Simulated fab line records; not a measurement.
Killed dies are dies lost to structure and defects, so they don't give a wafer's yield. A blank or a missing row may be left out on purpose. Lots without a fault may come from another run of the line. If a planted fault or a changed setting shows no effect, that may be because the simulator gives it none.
fab line records    flow gf180mcu
record lots=6  wafers=18  last-day=34
route steps=602 shown V4@483 PASSIVATION@602
lots that met no fault: from a run of the same line without faults
start-h: hours from the record's opening day to when the first of the lot's shown wafers began    wait-h: hours elapsed since this lot's preceding step    " as in the row above    L1.1+2: several wafers, shown together as one row    - no value, or no start given    * or withheld: withheld    < > ~ a bound
route shown NAME@n: NAME is a module with steps in the file, n the number in the route of the first one    usual: mean/standard deviation taken from wafers without a fault    same: alike in all rows    chamber/n: place in a boat    sites: readings site by site    _std_site: their standard deviation    _edge_site: outer sites' mean less inner sites'    radius-mm: how far each site lies from the wafer's centre    mask NAME#n: copy n    behind: tool/chamber where the wafer was last shaped    hold: reason for holding the lot/hours on hold/outcome of the hold    device: transistor that didn't switch, given as n, p or np    end of line: the route-end tests of the same wafers    where a step has no rows: the recipe by itself    killed: dies lost to structure and defects at the first sort, not the wafer's yield    map: per-die view of a wafer (x killed, . not killed, _ where there is no die)
set.NAME: the setting the step ran with; set.NAME@STEP: the setting that earlier step ran with    model.NAME: the simulator's own value behind a step, which no gauge read
a table for each step, a row for each wafer; lots at some steps of the route
services: when a tool's chamber went out of use (start-h, in hours from the record's first day, below 0 if earlier), for how many hours, and the reason
## steps
# step GF_V4_HMDS_07
# recipe prime-time-s=60  prime-temp-c=120
# step GF_V4_COAT_08
# recipe resist=BARC  temp-c=withheld  time-s=withheld  spin-rpm=withheld  resist-thk-nm=withheld
# step GF_V4_COAT_09
# recipe resist=KrF  spin-rpm=withheld  resist-thk-nm=1000
# step GF_V4_SOFTBAKE_10
# recipe temp-c=130  time-s=60  resist=KrF
# step GF_V4_EXPOSE_11
# recipe mask-id=Via4  target-cd-nm=260  na=0.68  source-shape=conventional  sigma-outer=0.6  dose-mj=38
# step GF_V4_PEB_12
# recipe peb-temp-c=135  peb-time-s=90  resist=KrF
# step GF_V4_DEVELOP_13
# recipe develop-time-s=60  resist=KrF  dev-temp-c=21
# step GF_V4_CD_MEAS_14
# recipe target-cd-nm=260
# usual cd-nm=259.9/1.2
lot.wafer  tool       chamber  start-h  wait-h  cd-nm
L746.4     cd-sem-02  -        589.51   0.1     261.1
L746.5     "          -        "        "       261.4
L746.6     "          -        "        "       261.0
L755.1     cd-sem-02  -        659.00   0.1     261.3
L755.3     "          -        "        "       261.0
L755.6     "          -        "        "       260.1
L756.4     cd-sem-01  -        663.31   0.1     259.6
L756.5     "          -        "        "       260.2
L756.6     "          -        "        "       260.0
L757.2     cd-sem-01  -        671.45   0.1     259.4
L757.5     "          -        "        "       260.3
L757.6     "          -        "        "       260.5
L758.1     cd-sem-02  -        676.05   0.1     261.0
L758.3     "          -        "        "       261.4
L758.5     "          -        "        "       262.0
L765.1     cd-sem-01  -        731.45   0.1     259.8
L765.3     "          -        "        "       258.8
L765.6     "          -        "        "       259.4
# step GF_V4_OVL_MEAS_15
# usual V4_OVL=3/5.7
lot.wafer  tool        chamber  start-h  wait-h  V4_OVL[nm]
L746.4     overlay-01  -        589.59   0.1     3
L746.5     "           -        "        "       4
L746.6     "           -        "        "       3
L755.1     overlay-02  -        659.12   0.1     -3
L755.3     "           -        "        "       4
L755.6     "           -        "        "       -4
L756.4     overlay-02  -        663.39   0.1     0
L756.5     "           -        "        "       -7
L756.6     "           -        "        "       4
L757.2     overlay-01  -        671.55   0.1     5
L757.5     "           -        "        "       6
L757.6     "           -        "        "       5
L758.1     overlay-01  -        676.17   0.1     7
L758.3     "           -        "        "       14
L758.5     "           -        "        "       11
L765.1     overlay-01  -        731.57   0.1     5
L765.3     "           -        "        "       2
L765.6     "           -        "        "       5
# step GF_V4_ETCH_16
# recipe chemistry=N2/H2  target-depth-a=withheld  overetch-a=withheld  time-s=withheld  target=BARC  ion-energy-ev=200  source-w=500  bias-w=100  pressure-mtorr=30  n2-flow-sccm=100  h2-flow-sccm=200
# usual drypump-motor-current-A=5.7/0.46  oes-product-au=0.855/0.0045  throttle-valve-pct=13.225/0.0099
lot.wafer  tool         chamber  start-h  wait-h  drypump-motor-current-A  oes-product-au  throttle-valve-pct
L746.4     rie-diel-04  3        589.61   0.0     5.6                      0.860           13.208
L746.5     "            3        "        "       5.6                      0.858           13.239
L746.6     "            2        "        "       5.0                      0.856           13.209
L755.1     rie-diel-02  2        659.16   0.0     6.0                      0.856           13.221
L755.3     "            3        "        "       5.8                      0.856           13.236
L755.6     "            1        "        "       5.6                      0.854           13.227
L756.4     rie-diel-02  0        663.41   0.0     6.4                      0.863           13.230
L756.5     "            3        "        "       5.8                      0.857           13.238
L756.6     "            2        "        "       6.0                      0.846           13.223
L757.2     rie-diel-01  1        671.58   0.0     5.2                      0.856           13.229
L757.5     "            2        "        "       4.9                      0.851           13.227
L757.6     "            3        "        "       6.0                      0.858           13.232
L758.1     rie-diel-01  3        676.21   0.0     5.9                      0.851           13.220
L758.3     "            0        "        "       5.8                      0.851           13.207
L758.5     "            3        "        "       5.9                      0.847           13.224
L765.1     rie-diel-04  3        731.60   0.0     5.6                      0.850           13.228
L765.3     "            2        "        "       5.1                      0.850           13.222
L765.6     "            1        "        "       5.6                      0.856           13.234
# step GF_V4_ETCH_17
# recipe chemistry=C4F8/O2/Ar  mask-material=KrF  target=SiO2  stop-on=TiN  source-w=1500  bias-w=1200  pressure-mtorr=40  c4f8-flow-sccm=withheld  O2_flow_sccm=6  Ar_flow_sccm=300  time-s=withheld  target-depth-a=6300
# usual oes-product-au=0.856/0.0043
lot.wafer  tool         chamber  start-h  wait-h  oes-product-au
L746.4     rie-diel-04  3        -        -       0.855
L746.5     "            3        "        "       0.855
L746.6     "            2        "        "       0.864
L755.1     rie-diel-02  2        -        -       0.856
L755.3     "            3        "        "       0.854
L755.6     "            1        "        "       0.861
L756.4     rie-diel-02  0        -        -       0.860
L756.5     "            3        "        "       0.857
L756.6     "            2        "        "       0.855
L757.2     rie-diel-01  1        -        -       0.851
L757.5     "            2        "        "       0.853
L757.6     "            3        "        "       0.856
L758.1     rie-diel-01  3        -        -       0.854
L758.3     "            0        "        "       0.854
L758.5     "            3        "        "       0.854
L765.1     rie-diel-04  3        -        -       0.855
L765.3     "            2        "        "       0.859
L765.6     "            1        "        "       0.851
# step GF_V4_STRIP_18
# recipe chemistry=O2/N2  power-w=1400  pressure-mtorr=1500  platen-temp-c=250  o2-flow-sccm=3000  n2-flow-sccm=300  overash-fraction=0.5
# usual chamber-pressure-mTorr=1499.8/1.4  drypump-motor-current-A=6.2/0.3  heater-power-w=334/26  o2-flow-sccm=3000/8.5  oes-product-au=0.593/0.005
lot.wafer  tool             chamber  start-h  wait-h  chamber-pressure-mTorr  drypump-motor-current-A  heater-power-w  o2-flow-sccm  oes-product-au  rf-hours-counter-h
L746.4     plasma-asher-03  1        589.77   -       1499.4                  5.8                      367             2992          0.590           -
L746.5     "                1        "        "       1499.6                  5.8                      367             3000          0.604           -
L746.6     "                0        "        "       1498.7                  5.9                      324             3001          0.588           -
L755.1     plasma-asher-04  0        659.29   -       1499.1                  6.7                      325             3003          0.594           82
L755.3     "                1        "        "       1500.9                  6.2                      286             2996          0.588           -
L755.6     "                0        "        "       1496.5                  6.7                      334             3003          0.600           -
L756.4     plasma-asher-03  0        663.57   -       1501.1                  6.0                      328             2993          0.593           -
L756.5     "                1        "        "       1500.6                  5.8                      375             3004          0.588           -
L756.6     "                0        "        "       1499.7                  5.9                      327             2994          0.593           -
L757.2     plasma-asher-02  1        671.71   -       1500.6                  6.4                      354             2991          0.588           23
L757.5     "                0        "        "       1499.7                  6.4                      332             2998          0.599           -
L757.6     "                1        "        "       1500.4                  6.4                      357             2985          0.594           -
L758.1     plasma-asher-03  0        676.34   -       1500.1                  6.0                      317             2991          0.586           64
L758.3     "                1        "        "       1498.7                  5.8                      377             3004          0.592           -
L758.5     "                0        "        "       1500.1                  5.9                      312             2982          0.593           -
L765.1     plasma-asher-03  1        731.73   -       1498.2                  5.8                      362             2999          0.598           71
L765.3     "                1        "        "       1498.9                  5.8                      366             2989          0.598           -
L765.6     "                1        "        "       1500.5                  5.8                      368             2996          0.591           -
# step GF_V4_STRIP_19
# recipe chemistry=post-etch-residue-remover  time-s=1200  temp-c=72.5
# usual bath-guard-temp-C=73.0/0.43  bath-heat-duty-pct=13.4/1.5  time-s=1200/0
lot.wafer  tool          chamber  start-h  wait-h  bath-guard-temp-C  bath-heat-duty-pct  time-s
L746.4     wet-bench-02  0        589.84   0.0     73.1               14.4                1200
L746.5     "             0        "        "       73.3               15.0                1200
L746.6     "             0        "        "       72.8               14.6                1200
L755.1     wet-bench-03  0        659.39   0.1     73.1               15.4                1200
L755.3     "             0        "        "       73.3               15.5                1200
L755.6     "             0        "        "       73.5               14.8                1200
L756.4     wet-bench-04  0        663.64   0.0     -                  -                   -
L756.5     "             0        "        "       -                  -                   -
L756.6     "             0        "        "       -                  -                   -
L757.2     wet-bench-02  0        671.81   0.1     -                  -                   -
L757.5     "             0        "        "       -                  -                   -
L757.6     "             0        "        "       -                  -                   -
L758.1     wet-bench-02  0        676.44   0.1     73.1               14.2                1200
L758.3     "             0        "        "       73.0               14.6                1200
L758.5     "             0        "        "       73.3               12.4                1200
L765.1     wet-bench-03  0        731.83   0.1     73.4               15.5                1200
L765.3     "             0        "        "       73.2               13.2                1200
L765.6     "             0        "        "       73.4               14.8                1200
# step GF_V4_CLEAN_20
# recipe chemistry=DIW  dry=n2-spin
# step GF_PASSIVATION_PROBE_99
lot.wafer  tool       chamber  start-h  wait-h  model.etest.via4-chain.rc-ohm
L746.4     prober-02  -        698.03   0.2     6.083
L746.5     prober-02  -        698.08   0.2     6.435
L746.6     prober-02  -        698.13   0.2     6.332
L755.1     prober-01  -        756.61   0.1     6.453
L755.3     prober-01  -        756.71   0.2     6.313
L755.6     prober-01  -        756.86   0.2     6.34
L756.4     prober-02  -        761.47   0.2     7.883
L756.5     prober-02  -        761.52   0.2     7.628
L756.6     prober-02  -        761.57   0.2     7.687
L757.2     prober-01  -        768.49   0.1     7.924
L757.5     prober-01  -        768.64   0.2     7.773
L757.6     prober-01  -        768.69   0.2     8.02
L758.1     prober-02  -        770.96   0.1     6.403
L758.3     prober-02  -        771.06   0.2     6.437
L758.5     prober-02  -        771.16   0.2     6.368
L765.1     prober-02  -        818.51   0.1     6.766
L765.3     prober-02  -        818.61   0.2     6.457
L765.6     prober-02  -        818.76   0.2     6.705
# killed by level:class
L746.4 V1:geometric-particle:open=5 V1:geometric-particle:short=4 M3:geometric-particle:short=4 V4:geometric-particle:open=4 STI:geometric-particle:short=3 CONTACT:geometric-particle:short=3 M1:geometric-particle:short=3 V3:geometric-particle:short=3
L746.5 V4:geometric-particle:open=9 CONTACT:geometric-particle:open=3 V1:geometric-particle:open=3 V2:geometric-particle:open=3 M4:geometric-particle:short=3 V5:geometric-particle:short=3 M1:geometric-particle:short=2 V1:geometric-particle:short=2
L746.6 CONTACT:geometric-particle:open=4 STI:geometric-particle:open=3 V1:geometric-particle:open=3 V2:geometric-particle:open=3 M3:geometric-particle:short=3 V4:geometric-particle:short=3 V5:geometric-particle:open=3 SALICIDE:geometric-particle:short=2
L755.1 V4:geometric-particle:open=8 V2:geometric-particle:open=6 V5:geometric-particle:open=5 V1:geometric-particle:open=4 V4:geometric-particle:short=4 STI:geometric-particle:open=3 STI:geometric-particle:short=3 CONTACT:geometric-particle:short=3
L755.3 V5:geometric-particle:open=7 V2:geometric-particle:open=6 V4:geometric-particle:open=5 CONTACT:geometric-particle:open=4 STI:geometric-particle:open=3 STI:geometric-particle:short=3 V1:geometric-particle:open=3 V1:geometric-particle:short=3
L755.6 V4:geometric-particle:open=5 V3:geometric-particle:open=5 V5:geometric-particle:open=4 V2:geometric-particle:open=3 V3:geometric-particle:short=3 STI:geometric-particle:short=2 CONTACT:geometric-particle:open=2 M1:geometric-particle:short=2
L758.1 V4:geometric-particle:open=6 CONTACT:geometric-particle:short=5 V1:geometric-particle:open=5 V3:geometric-particle:short=5 STI:geometric-particle:short=4 CONTACT:geometric-particle:open=3 V2:geometric-particle:open=3 V5:geometric-particle:open=3
L758.3 V4:geometric-particle:open=5 V2:geometric-particle:open=4 CONTACT:geometric-particle:open=3 M1:geometric-particle:short=3 M3:geometric-particle:short=3 V3:geometric-particle:open=3 STI:geometric-particle:open=2 V4:geometric-particle:short=2
L758.5 V5:geometric-particle:short=5 V3:geometric-particle:open=4 V5:geometric-particle:open=4 STI:geometric-particle:short=3 V2:geometric-particle:short=3 M5:geometric-particle:short=3 STI:geometric-particle:open=2 SALICIDE:geometric-particle:open=2
L765.1 CONTACT:geometric-particle:open=7 V1:geometric-particle:open=4 M3:geometric-particle:short=4 CONTACT:geometric-particle:short=3 V1:geometric-particle:short=3 V3:geometric-particle:open=3 STI:geometric-particle:short=2 POLY_GATE:geometric-particle:short=2
L765.3 CONTACT:geometric-particle:open=5 V1:geometric-particle:open=5 M2:geometric-particle:short=5 V5:geometric-particle:short=5 V2:geometric-particle:open=4 V4:geometric-particle:open=4 STI:geometric-particle:short=3 V3:geometric-particle:open=3
L765.6 V5:geometric-particle:open=5 STI:geometric-particle:open=4 M1:geometric-particle:short=4 STI:geometric-particle:short=3 CONTACT:geometric-particle:open=3 V1:geometric-particle:open=3 M3:geometric-particle:short=3 V3:geometric-particle:open=3
## services
tool             chamber  start-h  hours  kind
rie-diel-01      3        573.04   1.5    repair
rie-diel-01      2        581.43   6.8    repair
rie-diel-01      3        602.29   7.6    repair
plasma-asher-03  -        602.71   1.7    repair
wet-bench-02     -        615.16   1.9    pm
rie-diel-02      0        625.57   -      clean
rie-diel-02      0        625.57   22.0   scheduled-down
rie-diel-02      0        625.57   22.0   vent-cycle
rie-diel-02      -        638.78   0.3    repair
plasma-asher-02  -        640.34   2.8    repair
rie-diel-04      3        651.61   9.5    repair
wet-bench-02     -        658.48   0.9    repair
plasma-asher-04  -        686.27   28.1   pm
rie-diel-04      -        699.15   2.8    pm
rie-diel-01      -        714.29   2.8    pm
rie-diel-01      1        719.93   -      clean
rie-diel-01      1        719.93   14.3   scheduled-down
rie-diel-01      1        719.93   14.3   vent-cycle
## key
first-sign step=GF_V4_STRIP_19  reading=tool-record  direction=missing
effect none on later readings
model-effect step=GF_PASSIVATION_PROBE_99  value=etest.via4-chain.rc-ohm  without=6.42  struck=7.819
met-at GF_V4_STRIP_19
struck-wafers L756.4,L756.5,L756.6,L757.2,L757.5,L757.6
sort-left-out L756.4,L756.5,L756.6,L757.2,L757.5,L757.6
onset-between 589.84 663.64
fault kind=skipped-step-whole  tool=wet-bench-02,wet-bench-04  chamber=-  onset-h=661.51  steps=GF_V4_STRIP_19  scope=struck-lots-only
# sort-left-out: the simulated sort isn't trusted on such a fault, so these wafers' sort isn't shown, and their yield isn't known
